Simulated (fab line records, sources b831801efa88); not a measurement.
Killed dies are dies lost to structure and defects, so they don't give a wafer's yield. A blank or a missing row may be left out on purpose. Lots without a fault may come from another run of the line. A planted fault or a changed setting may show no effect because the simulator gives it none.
fab line records | flow sky130
record lots=6 wafers=18 last_day=50
route steps=708 shown RES_XHIGH@339 SD_N@342 SD_P@359 PAD_OPEN@708
lots that met no fault: from a run of the same line without faults
start_h: hours from the record's first day to the start of the lot's first wafer shown | wait_h: hours since the lot's step before | " the same as in the row above | L1.1+2: a row that stands for several wafers | - no value, or no start given | * or withheld: withheld | < > ~ a bound
route shown NAME@n: a module of which the file shows steps, and the number in the route of the first | usual: mean/standard deviation of fault-free wafers | same: alike in all rows | chamber/n: place in a boat | sites: the reading at each site | _std_site: their standard deviation | _edge_site: outer sites' mean less inner sites' | radius_mm: how far each site lies from the wafer's centre | mask NAME#n: copy n | behind: the tool/chamber that last shaped the wafer | hold: why the lot was held/for how many hours/how that ended | device: the transistor (n, p or np) that didn't switch | end of line: the same wafers' tests at the end of the route | a step without rows: its recipe alone | killed: dies lost to structure and defects at the first sort, not the wafer's yield | map: a wafer's dies, x killed, . not, _ none there
set.NAME: the setting as run; set.NAME@STEP: as run at that earlier step | model.NAME: the simulator's own value behind a step, which no gauge read
lots at some steps of the route; a table a step, a row a wafer
services: from which hour (start_h, from the record's first day; less than 0 if before it) a tool's chamber was out of use, for how many hours, and why
## steps
# step SKY_RES_XHIGH_IMPLANT_07
# recipe species=BF2 energy_kev=20 dose_cm2=3.6e+14 tilt_deg=0
# step SKY_RES_XHIGH_STRIP_08
# recipe chemistry=O2/N2 power_w=1400 pressure_mtorr=1500 platen_temp_c=withheld o2_flow_sccm=3000 n2_flow_sccm=300 overash_fraction=0.5
# usual drypump_motor_current_A=5.9/0.56 oes_product_au=0.711/0.0043 strip_time_to_endpoint_s=14.25/0.045
# columns lot.wafer tool chamber start_h wait_h drypump_motor_current_A oes_product_au rf_hours_counter_h strip_time_to_endpoint_s
L355.2 plasma_asher-04 0 619.12 0.1 6.6 0.705 80 14.27
L355.5 " 0 " " 6.6 0.716 - 14.26
L355.6 " 1 " " 5.8 0.714 - 14.32
L363.1 plasma_asher-01 1 692.84 0.1 6.3 0.713 27 14.29
L363.2 " 0 " " 4.9 0.708 27 14.28
L363.4 " 1 " " 6.3 0.712 - 14.28
L365.2 plasma_asher-01 0 711.39 0.1 4.9 0.706 29 14.28
L365.4 " 0 " " 4.9 0.714 - 14.24
L365.5 " 1 " " 6.3 0.714 - 14.23
L374.1 plasma_asher-04 0 778.94 0.1 6.7 0.715 97 14.26
L374.2 " 1 " " 5.8 0.721 97 14.22
L374.4 " 1 " " 5.8 0.715 - 14.24
L375.2 plasma_asher-01 0 787.89 0.1 4.9 0.716 34 14.20
L375.4 " 1 " " 6.3 0.713 - 14.20
L375.5 " 1 " " 6.2 0.709 - 14.23
L376.3 plasma_asher-02 1 801.05 0.1 5.5 0.710 - 14.30
L376.5 " 1 " " 5.5 0.708 - 14.24
L376.6 " 0 " " 5.9 0.705 - 14.31
# step SKY_RES_XHIGH_TW_MEAS_09
# usual RES_XHIGH_TW=1644/19
# columns lot.wafer tool chamber start_h wait_h RES_XHIGH_TW
L355.2 film_metro-01 - 619.23 0.1 1614
L355.5 " - " " 1624
L355.6 " - " " 1622
L363.1 film_metro-01 - 692.94 0.1 1611
L363.2 " - " " 1601
L363.4 " - " " 1624
L365.2 film_metro-04 - 711.50 0.1 1654
L365.4 " - " " 1654
L365.5 " - " " 1663
L374.1 film_metro-04 - 779.04 0.1 1652
L374.2 " - " " 1646
L374.4 " - " " 1650
L375.2 film_metro-04 - 788.00 0.1 1646
L375.4 " - " " 1649
L375.5 " - " " 1643
L376.3 film_metro-01 - 801.14 0.1 1610
L376.5 " - " " 1619
L376.6 " - " " 1609
# step SKY_SD_N_DEHYDRATE_00
# recipe temp_c=200 time_s=60
# step SKY_SD_N_HMDS_01
# recipe prime_time_s=60 prime_temp_c=120
# step SKY_SD_N_COAT_02
# recipe resist=NOVOLAK spin_rpm=3000 resist_thk_nm=1140
# step SKY_SD_N_SOFTBAKE_03
# recipe temp_c=90 time_s=60 resist=NOVOLAK
# step SKY_SD_N_EXPOSE_04
# recipe mask_id=NSDM na=0.6 source_shape=conventional sigma_outer=0.6 polarization=unpolarized target_cd_nm=380 dose_mj=141
# step SKY_SD_N_PEB_05
# recipe temp_c=withheld time_s=* resist=NOVOLAK
# step SKY_SD_N_DEVELOP_06
# recipe resist=NOVOLAK developer=TMAH develop_time_s=60 dev_temp_c=23
# step SKY_SD_N_CD_MEAS_07
# recipe target_cd_nm=380
# usual cd_nm=380.5/2.3
# columns lot.wafer tool chamber start_h wait_h cd_nm
L355.2 cd_sem-01 - 647.91 0.1 379.1
L355.5 " - " " 376.8
L355.6 " - " " 379.8
L363.1 cd_sem-02 - 720.34 0.1 379.2
L363.2 " - " " 381.0
L363.4 " - " " 380.9
L365.2 cd_sem-02 - 738.23 0.1 379.5
L365.4 " - " " 378.2
L365.5 " - " " 377.9
L374.1 cd_sem-01 - 805.34 0.1 379.1
L374.2 " - " " 379.3
L374.4 " - " " 379.3
L375.2 cd_sem-01 - 814.51 0.1 383.9
L375.4 " - " " 381.5
L375.5 " - " " 385.3
L376.3 cd_sem-02 - 826.54 0.1 381.3
L376.5 " - " " 380.7
L376.6 " - " " 379.0
# step SKY_SD_N_OVL_MEAS_08
# usual SD_N_OVL=0.1/1.3
# columns lot.wafer tool chamber start_h wait_h SD_N_OVL[nm]
L355.2 overlay-01 - 648.04 0.1 -0.4
L355.5 " - " " -1.2
L355.6 " - " " -0.1
L363.1 overlay-02 - 720.46 0.1 -0.7
L363.2 " - " " 0.1
L363.4 " - " " 1.5
L365.2 overlay-02 - 738.33 0.1 -2.0
L365.4 " - " " 0.3
L365.5 " - " " -2.7
L374.1 overlay-01 - 805.46 0.1 -0.4
L374.2 " - " " -0.5
L374.4 " - " " 1.1
L375.2 overlay-01 - 814.61 0.1 -1.7
L375.4 " - " " 0.5
L375.5 " - " " -0.9
L376.3 overlay-01 - 826.63 0.1 -0.4
L376.5 " - " " -0.7
L376.6 " - " " 1.5
# step SKY_SD_N_IMPLANT_09
# recipe species=As energy_kev=50 dose_cm2=4e+15 tilt_deg=0
# usual beam_on_s=18.5/0.45 dose_ions_cm2=4e+15/4.7e+12 end_station_pressure_torr=1.3e-05/6.8e-07
# columns lot.wafer tool chamber start_h wait_h beam_on_s dose_ions_cm2 end_station_pressure_torr
L355.2 implanter-01 0 648.09 0.0 18.2 3.999e+15 1.25e-05
L355.5 " 0 " " 19.3 3.999e+15 1.23e-05
L355.6 " 0 " " 18.9 3.999e+15 1.29e-05
L363.1 implanter-01 0 720.49 0.0 31.7 6.618e+15 1.18e-05
L363.2 " 0 " " 30.8 6.62e+15 1.14e-05
L363.4 " 0 " " 31.0 6.62e+15 1.09e-05
L365.2 implanter-01 0 738.39 0.0 30.9 6.614e+15 9.9e-06
L365.4 " 0 " " 32.6 6.62e+15 1.04e-05
L365.5 " 0 " " 31.3 6.62e+15 1.1e-05
L374.1 implanter-02 0 805.49 0.0 18.5 3.994e+15 1.4e-05
L374.2 " 0 " " 18.1 3.993e+15 1.25e-05
L374.4 " 0 " " 18.5 3.993e+15 1.39e-05
L375.2 implanter-01 0 814.67 0.0 18.5 4.004e+15 1.17e-05
L375.4 " 0 " " 18.5 4.006e+15 1.11e-05
L375.5 " 0 " " 19.0 3.999e+15 1.24e-05
L376.3 implanter-03 0 826.70 0.1 18.4 4.001e+15 1.27e-05
L376.5 " 0 " " 19.1 4.001e+15 1.39e-05
L376.6 " 0 " " 18.7 4.003e+15 1.34e-05
# step SKY_SD_N_IMPLANT_10
# recipe species=P energy_kev=20 dose_cm2=1e+14 tilt_deg=0
# step SKY_SD_N_STRIP_11
# recipe chemistry=O2/N2 power_w=1400 pressure_mtorr=1500 platen_temp_c=withheld o2_flow_sccm=3000 n2_flow_sccm=300 overash_fraction=0.5
# usual drypump_motor_current_A=6.0/0.53 oes_product_au=0.527/0.0044 strip_time_to_endpoint_s=22.55/0.05
# columns lot.wafer tool chamber start_h wait_h drypump_motor_current_A oes_product_au rf_hours_counter_h strip_time_to_endpoint_s
L355.2 plasma_asher-04 0 648.37 0.1 6.6 0.528 83 22.54
L355.5 " 0 " " 6.6 0.522 - 22.56
L355.6 " 1 " " 5.8 0.532 - 22.54
L363.1 plasma_asher-03 0 720.79 0.1 6.3 0.519 99 23.60
L363.2 " 1 " " 5.7 0.512 99 23.56
L363.4 " 0 " " 6.4 0.511 - 23.61
L365.2 plasma_asher-04 1 738.66 0.1 5.8 0.517 93 23.65
L365.4 " 1 " " 5.8 0.513 - 23.67
L365.5 " 1 " " 5.8 0.509 - 23.66
L374.1 plasma_asher-03 0 805.79 0.1 6.3 0.529 7 22.53
L374.2 " 1 " " 5.7 0.524 7 22.55
L374.4 " 0 " " 6.3 0.525 - 22.51
L375.2 plasma_asher-04 0 818.68 0.1 6.7 0.522 101 22.64
L375.4 " 0 " " 6.7 0.529 - 22.61
L375.5 " 0 " " 6.6 0.524 - 22.60
L376.3 plasma_asher-03 0 826.99 0.1 6.3 0.523 - 22.52
L376.5 " 1 " " 5.7 0.532 - 22.54
L376.6 " 0 " " 6.3 0.531 - 22.54
# step SKY_SD_N_TW_MEAS_12
# usual SD_N_TW=3982/54
# columns lot.wafer tool chamber start_h wait_h SD_N_TW
L355.2 film_metro-04 - 648.48 0.1 4029
L355.5 " - " " 4018
L355.6 " - " " 4042
L363.1 film_metro-03 - 720.89 0.1 4092
L363.2 " - " " 4081
L363.4 " - " " 4098
L365.2 film_metro-04 - 738.77 0.1 4076
L365.4 " - " " 4074
L365.5 " - " " 4076
L374.1 film_metro-01 - 805.89 0.1 3931
L374.2 " - " " 3941
L374.4 " - " " 3973
L375.2 film_metro-04 - 818.79 0.1 4043
L375.4 " - " " 4045
L375.5 " - " " 4056
L376.3 film_metro-03 - 827.11 0.1 4001
L376.5 " - " " 3993
L376.6 " - " " 3990
# step SKY_SD_N_CLEAN_13
# recipe chemistry=SC1/SC2 mix=1:4:20 temp_c=70 time_s=150 dry=n2_spin
# step SKY_SD_N_RTA_14
# recipe temp_c=1075 time_s=2 idle_temp_c=650 ramp_up_c_per_s=150 ramp_down_c_per_s=90 ambient=N2
# usual lamp_power_pct=15.73/0.055 wafer_temp_C_max=1078.1/1.2
# columns lot.wafer tool chamber start_h wait_h lamp_power_pct wafer_temp_C_max
L355.2 rtp_anneal-02 0 648.59 0.0 15.70 1079.4
L355.5 " 0 " " 15.72 1077.7
L355.6 " 0 " " 15.71 1077.0
L363.1 rtp_anneal-02 0 721.05 0.0 15.80 1077.1
L363.2 " 0 " " 15.71 1077.3
L363.4 " 0 " " 15.75 1078.0
L365.2 rtp_anneal-02 0 738.88 0.0 15.79 1078.3
L365.4 " 0 " " 15.79 1078.7
L365.5 " 0 " " 15.83 1079.0
L374.1 rtp_anneal-01 0 806.06 0.0 15.81 1076.8
L374.2 " 0 " " 15.62 1077.5
L374.4 " 0 " " 15.79 1076.1
L375.2 rtp_anneal-02 0 818.91 0.0 15.85 1076.7
L375.4 " 0 " " 15.64 1077.1
L375.5 " 0 " " 15.80 1078.1
L376.3 rtp_anneal-01 0 827.22 0.0 15.72 1077.7
L376.5 " 0 " " 15.72 1078.9
L376.6 " 0 " " 15.75 1078.5
# step SKY_SD_N_RS_MEAS_16
# recipe thk_meas_gauge=four-point-probe
# usual SD_N_RS=68.58/0.13
# columns lot.wafer tool chamber start_h wait_h SD_N_RS[ohm/sq]
L355.2 film_metro-01 - 648.77 0.1 68.68
L355.5 " - " " 68.78
L355.6 " - " " 68.94
L363.1 film_metro-01 - 721.23 0.1 64.86
L363.2 " - " " 64.93
L363.4 " - " " 64.82
L365.2 film_metro-01 - 739.07 0.1 64.86
L365.4 " - " " 64.92
L365.5 " - " " 64.88
L374.1 film_metro-04 - 806.24 0.1 68.55
L374.2 " - " " 68.57
L374.4 " - " " 68.65
L375.2 film_metro-04 - 819.14 0.1 68.57
L375.4 " - " " 68.56
L375.5 " - " " 68.58
L376.3 film_metro-01 - 827.42 0.1 68.81
L376.5 " - " " 68.72
L376.6 " - " " 68.60
# step SKY_SD_N_RS_MEAS_17
# recipe thk_meas_gauge=four-point-probe
# usual SD_P_RS=147.2/0.42
# columns lot.wafer tool chamber start_h wait_h SD_P_RS[ohm/sq]
L355.2 film_metro-01 - 648.89 0.1 147.7
L355.5 " - " " 147.9
L355.6 " - " " 147.8
L363.1 film_metro-01 - 721.35 0.1 147.4
L363.2 " - " " 147.3
L363.4 " - " " 147.0
L365.2 film_metro-01 - 739.19 0.1 147.3
L365.4 " - " " 147.5
L365.5 " - " " 146.9
L374.1 film_metro-04 - 806.36 0.1 147.2
L374.2 " - " " 147.1
L374.4 " - " " 147.5
L375.2 film_metro-04 - 819.26 0.1 147.3
L375.4 " - " " 147.1
L375.5 " - " " 146.9
L376.3 film_metro-01 - 827.54 0.1 147.2
L376.5 " - " " 147.2
L376.6 " - " " 147.2
# step SKY_PAD_OPEN_PROBE_99
# usual killed_at_M0_to_M3=44/7.2 killed_at_M4_up=3.4/2.1 killed_at_contacts=24/5.5 killed_at_front_end=15/4.6 killed_at_other=0.4/0.64 killed_dies=86/9.1 killed_open=47/7.5 killed_short=39/5.8
# same gross_dies=492 killed_at_back_side=0
# columns lot.wafer tool chamber start_h wait_h killed_at_M0_to_M3 killed_at_M4_up killed_at_contacts killed_at_front_end killed_at_other killed_dies killed_open killed_short model.etest.res_ndiff.line_ohm_um model.etest.nfet_g5v0d10v5.r_on_ohm_um model.etest.sonos_uncharged.r_on_ohm_um model.etest.licon_ndiff.rc_ohm model.etest.res_ndiff_hv.rs_ohm_sq model.etest.res_ndiff.rs_ohm_sq model.etest.nfet_g5v0d10v5.off_log10_a_um model.etest.sonos_programmed.off_log10_a_um
L355.2 prober-02 - 1078.32 0.1 43 4 19 23 0 89 56 32 756.2 1884 813.2 171.9 113.6 118.8 -13.74 -14.01
L355.5 prober-02 - 1078.47 0.2 35 3 27 17 4 86 53 29 750.2 1901 832.7 184.3 114.3 118.9 -13.83 -13.87
L355.6 prober-02 - 1078.52 0.2 45 3 22 20 0 90 49 41 749.3 1912 823 190.4 114.3 120.1 -13.85 -13.98
L363.1 prober-02 - 1128.76 0.1 53 3 27 11 0 94 57 37 674.1 1854 776.5 164.1 100.8 107 -13.83 -13.87
L363.2 prober-02 - 1128.81 0.1 47 3 33 21 1 105 61 43 668.8 1829 765.1 166 100.3 106.4 -13.64 -13.77
L363.4 prober-02 - 1128.91 0.2 45 3 21 7 0 76 39 37 678.4 1848 772.1 167.6 100.8 107.5 -13.68 -13.78
L365.2 prober-02 - 1144.27 0.1 45 0 18 13 0 76 37 39 711.9 1809 769.2 161 101.6 108 -13.74 -13.82
L365.4 prober-02 - 1144.37 0.2 38 0 21 12 1 72 43 29 678.8 1811 783.5 164.7 102 107.2 -13.64 -13.85
L365.5 prober-02 - 1144.42 0.2 50 1 28 12 1 92 46 46 697.7 1832 794.5 162.4 101.5 107.3 -13.87 -13.98
L374.1 prober-01 - 1186.34 0.1 46 3 27 9 0 85 51 34 731.6 1870 795.9 187.4 110.5 115.8 -13.86 -13.95
L374.2 prober-01 - 1186.39 0.1 44 5 28 12 0 89 48 41 720.9 1881 816.9 185.3 110.4 116.4 -13.81 -13.91
L374.4 prober-01 - 1186.49 0.2 42 4 30 14 0 90 50 40 719 1843 806.4 189.4 110.7 117.1 -13.8 -14
L375.2 prober-02 - 1194.16 0.1 31 1 25 21 1 79 50 29 757.7 1879 785 189.6 113.5 120.4 -13.77 -13.81
L375.4 prober-02 - 1194.26 0.2 29 4 29 30 1 93 41 49 778.9 1903 814.1 183.4 115.3 120.5 -13.82 -13.99
L375.5 prober-02 - 1194.31 0.2 39 3 28 15 0 85 45 40 769.4 1906 805.5 181.3 114.4 120.2 -13.87 -14.16
L376.3 prober-01 - 1199.61 0.2 44 4 30 20 0 98 51 47 746.2 1898 809.5 176.1 115.1 121.1 -13.84 -13.94
L376.5 prober-01 - 1199.71 0.2 41 6 23 21 1 92 41 50 755.2 1920 821.1 184.7 114.3 119.8 -13.87 -13.74
L376.6 prober-01 - 1199.76 0.2 36 0 31 18 0 85 47 38 763.5 1907 821.8 183.8 114.8 121 -13.83 -13.98
# killed by level:class
L355.2 VIA1:geometric_particle:open=10 CONTACT:geometric_particle:open=9 POLY_GATE:geometric_particle:open=7 VIA2:geometric_particle:open=7 METAL2:geometric_particle:short=6 FIELD_ISO:geometric_particle:open=5 VIA3:geometric_particle:open=5 POLY_GATE:geometric_particle:short=4
L355.5 CONTACT:geometric_particle:open=11 LI_CONTACT:geometric_particle:open=10 VIA1:geometric_particle:open=7 VIA3:geometric_particle:open=7 FIELD_ISO:geometric_particle:open=4 VIA2:geometric_particle:short=4 CONTACT:geometric_particle:short=4 METAL2:geometric_particle:short=4
L355.6 VIA1:geometric_particle:open=12 CONTACT:geometric_particle:open=11 LI_CONTACT:geometric_particle:open=7 VIA1:geometric_particle:short=5 VIA3:geometric_particle:open=5 FIELD_ISO:geometric_particle:open=4 FIELD_ISO:geometric_particle:short=4 POLY_GATE:geometric_particle:short=4
L363.1 VIA1:geometric_particle:open=17 CONTACT:geometric_particle:open=14 VIA3:geometric_particle:open=9 VIA1:geometric_particle:short=7 LI_CONTACT:geometric_particle:open=6 CONTACT:geometric_particle:short=5 VIA3:geometric_particle:short=4 METAL2:geometric_particle:short=4
L363.2 VIA1:geometric_particle:open=14 LI_CONTACT:geometric_particle:open=12 VIA2:geometric_particle:open=10 CONTACT:geometric_particle:open=8 METAL1:geometric_particle:short=8 POLY_GATE:geometric_particle:short=6 LI_CONTACT:geometric_particle:short=5 VIA3:geometric_particle:open=5
L363.4 VIA1:geometric_particle:open=13 METAL2:geometric_particle:short=7 CONTACT:geometric_particle:open=6 VIA3:geometric_particle:open=6 LI_CONTACT:geometric_particle:open=5 CONTACT:geometric_particle:short=5 METAL1:geometric_particle:short=5 VIA2:geometric_particle:open=4
L365.2 VIA2:geometric_particle:open=10 METAL1:geometric_particle:short=7 LOCAL_INTERCONNECT:geometric_particle:short=6 VIA1:geometric_particle:open=6 POLY_GATE:geometric_particle:short=5 LI_CONTACT:geometric_particle:open=5 METAL3:geometric_particle:short=5 CONTACT:geometric_particle:open=4
L365.4 VIA1:geometric_particle:open=11 LI_CONTACT:geometric_particle:open=8 FIELD_ISO:geometric_particle:open=5 CONTACT:geometric_particle:open=5 VIA3:geometric_particle:open=5 VIA3:geometric_particle:short=5 VIA1:geometric_particle:short=4 METAL1:geometric_particle:short=4
L365.5 VIA1:geometric_particle:open=15 CONTACT:geometric_particle:open=10 VIA1:geometric_particle:short=9 LI_CONTACT:geometric_particle:open=8 METAL1:geometric_particle:short=7 METAL2:geometric_particle:short=7 LOCAL_INTERCONNECT:geometric_particle:short=6 POLY_GATE:geometric_particle:short=5
L374.1 VIA1:geometric_particle:open=13 CONTACT:geometric_particle:open=12 METAL1:geometric_particle:short=9 VIA2:geometric_particle:open=8 LI_CONTACT:geometric_particle:open=5 LOCAL_INTERCONNECT:geometric_particle:short=4 CONTACT:geometric_particle:short=4 METAL3:geometric_particle:short=4
L374.2 LI_CONTACT:geometric_particle:open=9 METAL2:geometric_particle:short=9 CONTACT:geometric_particle:short=8 CONTACT:geometric_particle:open=7 VIA1:geometric_particle:open=6 VIA3:geometric_particle:short=6 VIA2:geometric_particle:open=6 METAL1:geometric_particle:short=5
L374.4 LI_CONTACT:geometric_particle:open=8 VIA2:geometric_particle:open=8 VIA1:geometric_particle:open=7 LI_CONTACT:geometric_particle:short=6 CONTACT:geometric_particle:open=6 VIA1:geometric_particle:short=6 VIA3:geometric_particle:open=6 FIELD_ISO:geometric_particle:open=5
L375.2 CONTACT:geometric_particle:open=10 LI_CONTACT:geometric_particle:open=8 VIA1:geometric_particle:open=8 FIELD_ISO:geometric_particle:open=5 VIA1:geometric_particle:short=5 VIA2:geometric_particle:open=5 SONOS_ONO:geometric_particle:open=3 POLY_GATE:geometric_particle:short=3
L375.4 CONTACT:geometric_particle:open=11 FIELD_ISO:geometric_particle:short=7 POLY_GATE:geometric_particle:short=7 CONTACT:geometric_particle:short=6 VIA1:geometric_particle:open=6 FIELD_ISO:geometric_particle:open=5 POLY_GATE:geometric_particle:open=5 METAL2:geometric_particle:short=5
L375.5 CONTACT:geometric_particle:open=11 VIA1:geometric_particle:open=10 VIA3:geometric_particle:open=8 FIELD_ISO:geometric_particle:short=6 VIA3:geometric_particle:short=6 LOCAL_INTERCONNECT:geometric_particle:short=5 METAL1:geometric_particle:short=5 LI_CONTACT:geometric_particle:open=4
L376.3 LI_CONTACT:geometric_particle:open=9 VIA1:geometric_particle:open=9 VIA1:geometric_particle:short=9 CONTACT:geometric_particle:open=7 POLY_GATE:geometric_particle:short=6 CONTACT:geometric_particle:short=6 VIA3:geometric_particle:open=6 FIELD_ISO:geometric_particle:short=4
L376.5 VIA1:geometric_particle:open=7 LI_CONTACT:geometric_particle:open=7 VIA2:geometric_particle:open=7 FIELD_ISO:geometric_particle:short=6 LI_CONTACT:geometric_particle:short=5 CONTACT:geometric_particle:short=5 METAL1:geometric_particle:short=5 FIELD_ISO:geometric_particle:open=4
L376.6 LI_CONTACT:geometric_particle:open=10 VIA1:geometric_particle:open=8 CONTACT:geometric_particle:open=7 LI_CONTACT:geometric_particle:short=5 CONTACT:geometric_particle:short=5 VIA3:geometric_particle:open=5 FIELD_ISO:geometric_particle:open=4 FIELD_ISO:geometric_particle:short=4
## services
# columns tool chamber start_h hours kind
implanter-01 - 607.43 3.7 repair
plasma_asher-03 - 608.47 2.8 pm
implanter-01 - 629.07 2.2 repair
plasma_asher-03 - 639.00 1.9 repair
implanter-02 - 652.36 4.9 pm
implanter-02 - 696.39 1.7 repair
rtp_anneal-01 - 701.53 4.7 pm
implanter-01 - 710.63 1.6 repair
plasma_asher-01 - 733.22 24.3 repair
plasma_asher-03 - 733.75 9.0 pm
plasma_asher-03 0 733.75 9.0 vent_cycle
plasma_asher-03 1 733.75 9.0 vent_cycle
plasma_asher-03 0 742.75 - clean
plasma_asher-03 1 742.75 - clean
implanter-03 - 769.84 6.9 repair
implanter-02 - 771.98 1.1 repair
implanter-03 - 788.59 20.2 repair
plasma_asher-01 - 803.99 2.8 pm
plasma_asher-01 - 807.48 2.6 repair
implanter-01 - 811.22 3.1 repair
implanter-02 - 819.09 1.7 repair
## key
first_sign step=SKY_SD_N_IMPLANT_09 reading=dose_ions_cm2 direction=up sigmas=99+ usual=* struck=*
effect step=SKY_SD_N_IMPLANT_09 reading=beam_on_s direction=up sigmas=29 usual=18.5 struck=31.4
effect step=SKY_SD_N_STRIP_11 reading=strip_time_to_endpoint_s direction=up sigmas=22 usual=* struck=*
effect step=SKY_SD_N_TW_MEAS_12 reading=SD_N_TW direction=up sigmas=1.9 usual=3982 struck=4083
effect step=SKY_SD_N_RS_MEAS_16 reading=SD_N_RS direction=down sigmas=28 usual=68.58 struck=64.88
model_effect step=SKY_PAD_OPEN_PROBE_99 value=etest.res_ndiff.line_ohm_um without=765.9 struck=684.9
met_at SKY_SD_N_IMPLANT_09
struck_wafers L363.1,L363.2,L363.4,L365.2,L365.4,L365.5
tester_left_out L363,L365
onset_between 648.09 720.49
fault kind=process_parameter_drift tool=implanter-01 chamber=- onset_h=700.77 steps=SKY_SD_N_IMPLANT_09 channel=dose_cm2 offset=* shape=step end_h=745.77 acts_in=* stated=*
# tester_left_out: of these lots the tester's yield and bins aren't shown, on N5 and GAA mostly nor the transistor test; their killed dies are dies lost to structure and defects alone, not to doping, threshold or leakage, so they don't give the yield
